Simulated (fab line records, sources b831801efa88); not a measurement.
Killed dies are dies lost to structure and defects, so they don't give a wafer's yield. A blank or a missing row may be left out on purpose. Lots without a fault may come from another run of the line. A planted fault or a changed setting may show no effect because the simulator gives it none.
A struck lot beside a sound one | flow sfq_line | 28 steps out of a route of 325
Sound: wafers L618.4, L618.5, L618.6. Struck: wafer L623.1. (L623.2, L623.5 of the same lot were not struck and are left out.) The cause comes at the end.
At each step with rows: each side's tool, then ch and its chambers, then its first start. Under that, the readings that differ: sound wafers | struck wafers | difference of the means | sigmas: that difference in standard deviations of wafers without a fault.
alike: readings whose means differ by less than 2 such deviations, and words and numbers that are the same on both sides. not compared: withheld readings, readings that some wafer has no value for, bounds like >300 that may hide the same value, and numbers for which the record gives no deviation and whose values overlap.
The two part at a step that has a row with sigmas, a row that says differs or no value, or rows on one side only. Numbers that don't overlap but have no deviation are shown without sigmas and don't part them. A reading that every wafer of one side lacks parts them only if that side has two wafers or more.

first, 6 steps without rows for these wafers: SFQ_TRILAYER_M0_LITHO_COAT_026 (resist thk 62 nm); SFQ_TRILAYER_M0_LITHO_COAT_021 (resist thk 600 nm); SFQ_TRILAYER_M0_LITHO_SOFTBAKE_025; SFQ_TRILAYER_M0_LITHO_EXPOSE_022 (exposes mask M0, target cd 500 nm); SFQ_TRILAYER_M0_LITHO_PEB_024 (peb time 60 s); SFQ_TRILAYER_M0_LITHO_DEVELOP_023 (time 60 s).
SFQ_M0_OVL_MEAS_906:
  sound on overlay-01, day 14 10:20; struck on overlay-02, day 16 03:05
  alike: M0_OVL
SFQ_TRILAYER_M0_BARC_OPEN_METAL_ETCH_031: etches BARC in O2, target depth 125 nm, time 41.7 s.
  sound on rie_metal-02 ch 0,1, day 14 10:22; struck on rie_metal-01 ch 1, day 16 03:08
  reading                | sound | struck | difference                   | sigmas
  rf_hours_counter_h (h) | - - - | 18     | no value on the sound wafers |
  alike: drypump_motor_current_A, oes_product_au
SFQ_TRILAYER_M0_ETCH_METAL_ETCH_024: etches Nb in Cl2/Ar, stops on SiO2, target depth 240 nm, time 120 s.
  sound on rie_metal-02 ch 0,1, day 14 10:27; struck on rie_metal-01 ch 1, day 16 03:11
  reading                | sound | struck | difference                   | sigmas
  rf_hours_counter_h (h) | - - - | 18     | no value on the sound wafers |
  alike: drypump_motor_current_A, oes_product_au
SFQ_TRILAYER_M0_STRIP_STRIP_025: strips in O2.
  sound on rie_metal-02 ch 0,1, day 14 10:44; struck on rie_metal-01 ch 1, day 16 03:19
  reading                | sound | struck | difference                   | sigmas
  rf_hours_counter_h (h) | - - - | 18     | no value on the sound wafers |
  alike: drypump_motor_current_A, oes_product_au
then, 1 step without rows for these wafers: SFQ_TRILAYER_M0_STRIP_SOLV_CLEAN_026 (cleans in NMP, time 600 s).
SFQ_TRILAYER_I0_DEP_PECVD_027: deposits SiO2 from SiH4/N2O, time 111.11 s, target thk 500 nm.
  sound on pecvd-01 ch 0,1,2, day 14 11:21; struck on pecvd-02 ch 0, day 16 04:05
  alike: heater_power_w, throttle_valve_pct
SFQ_TRILAYER_I0_CMP_CMP_028: polishes SiO2.
  sound on cmp-02 ch 0,1,3, day 14 12:53; struck on cmp-02 ch 0, day 16 05:40
  reading                                             | sound             | struck | difference | sigmas
  model.SiO2_of_TRILAYER_I0_DEP_PECVD_027.thk_nm (nm) | 200.3 199.7 199.9 | 185.2  | -14.8      |
  alike: motor_current_A, slurry_filter_dp_kPa, time_to_endpoint_s
SFQ_I0_BOW_MEAS_907:
  sound on film_metro-02, day 14 14:27; struck on film_metro-04, day 16 08:29
  not compared: I0_BOW
SFQ_TRILAYER_I0_METRO_MEASURE_029:
  sound on film_metro-02, day 14 15:07; struck on film_metro-04, day 16 15:52
  reading     | sound             | struck | difference | sigmas
  thk_nm (nm) | 200.3 199.8 199.9 | 185.1  | -14.9      | -12
then, 6 steps without rows for these wafers: SFQ_TRILAYER_I0_VIA_LITHO_COAT_036 (resist thk 62 nm); SFQ_TRILAYER_I0_VIA_LITHO_COAT_031 (resist thk 650 nm); SFQ_TRILAYER_I0_VIA_LITHO_SOFTBAKE_035; SFQ_TRILAYER_I0_VIA_LITHO_EXPOSE_032 (exposes mask I0, target cd 500 nm); SFQ_TRILAYER_I0_VIA_LITHO_PEB_034 (peb time 60 s); SFQ_TRILAYER_I0_VIA_LITHO_DEVELOP_033 (time 60 s).
-- the record jumps here: 6 days lie between the struck wafers' starts before and after --
SFQ_I0_OVL_MEAS_908:
  sound on overlay-02, day 20 14:37; struck on overlay-01, day 22 11:05
  alike: I0_OVL
then, 1 step without rows for these wafers: SFQ_TRILAYER_I0_VIA_BARC_OPEN_VIA_ETCH_046 (etches BARC in O2, target depth 125 nm, time 41.7 s).
SFQ_TRILAYER_I0_VIA_ETCH_VIA_ETCH_034: etches SiO2 in CHF3, stops on Nb, target depth 260 nm.
  sound on rie_diel-02 ch 0,1,3, day 20 14:40; struck on rie_diel-02 ch 1, day 22 11:10
  reading                        | sound             | struck | difference | sigmas
  oes_product_au (a.u.)          | 0.853 0.849 0.851 | 0.823  | -0.028     | -5
  model.I0.feature_depth_nm (nm) | 200.3 199.7 199.9 | 185.2  | -14.8      |
  model.etch.depth_nm (nm)       | 200.3 199.7 199.9 | 185.2  | -14.8      |
  alike: drypump_motor_current_A
SFQ_TRILAYER_I0_VIA_STRIP_STRIP_035: strips in O2.
  sound on rie_metal-01 ch 0,1, day 20 14:59; struck on rie_metal-01 ch 0, day 22 11:17
  reading                | sound | struck | difference                   | sigmas
  rf_hours_counter_h (h) | - - - | 17     | no value on the sound wafers |
  alike: drypump_motor_current_A, oes_product_au
then, 1 step without rows for these wafers: SFQ_TRILAYER_I0_VIA_STRIP_SOLV_CLEAN_036 (cleans in NMP, time 600 s).
SFQ_TRILAYER_M1_DEP_PRE_CLEAN_038: time 22.5 s.
  sound on pvd_sputter-04, day 20 15:33; struck on pvd_sputter-03, day 22 12:04
  reading                                             | sound             | struck | difference | sigmas
  model.SiO2_of_TRILAYER_I0_DEP_PECVD_027.thk_nm (nm) | 192.8 192.2 192.4 | 177.7  | -14.8      |
then, 1 step without rows for these wafers: SFQ_TRILAYER_M1_DEP_SPUTTER_037 (material Nb, target thk 200 nm, time 133.3 s).

WHERE THEY PART
First at SFQ_TRILAYER_M0_BARC_OPEN_METAL_ETCH_031; last, within this record, at SFQ_TRILAYER_I0_VIA_STRIP_STRIP_035.

WHY: what the simulator had put in
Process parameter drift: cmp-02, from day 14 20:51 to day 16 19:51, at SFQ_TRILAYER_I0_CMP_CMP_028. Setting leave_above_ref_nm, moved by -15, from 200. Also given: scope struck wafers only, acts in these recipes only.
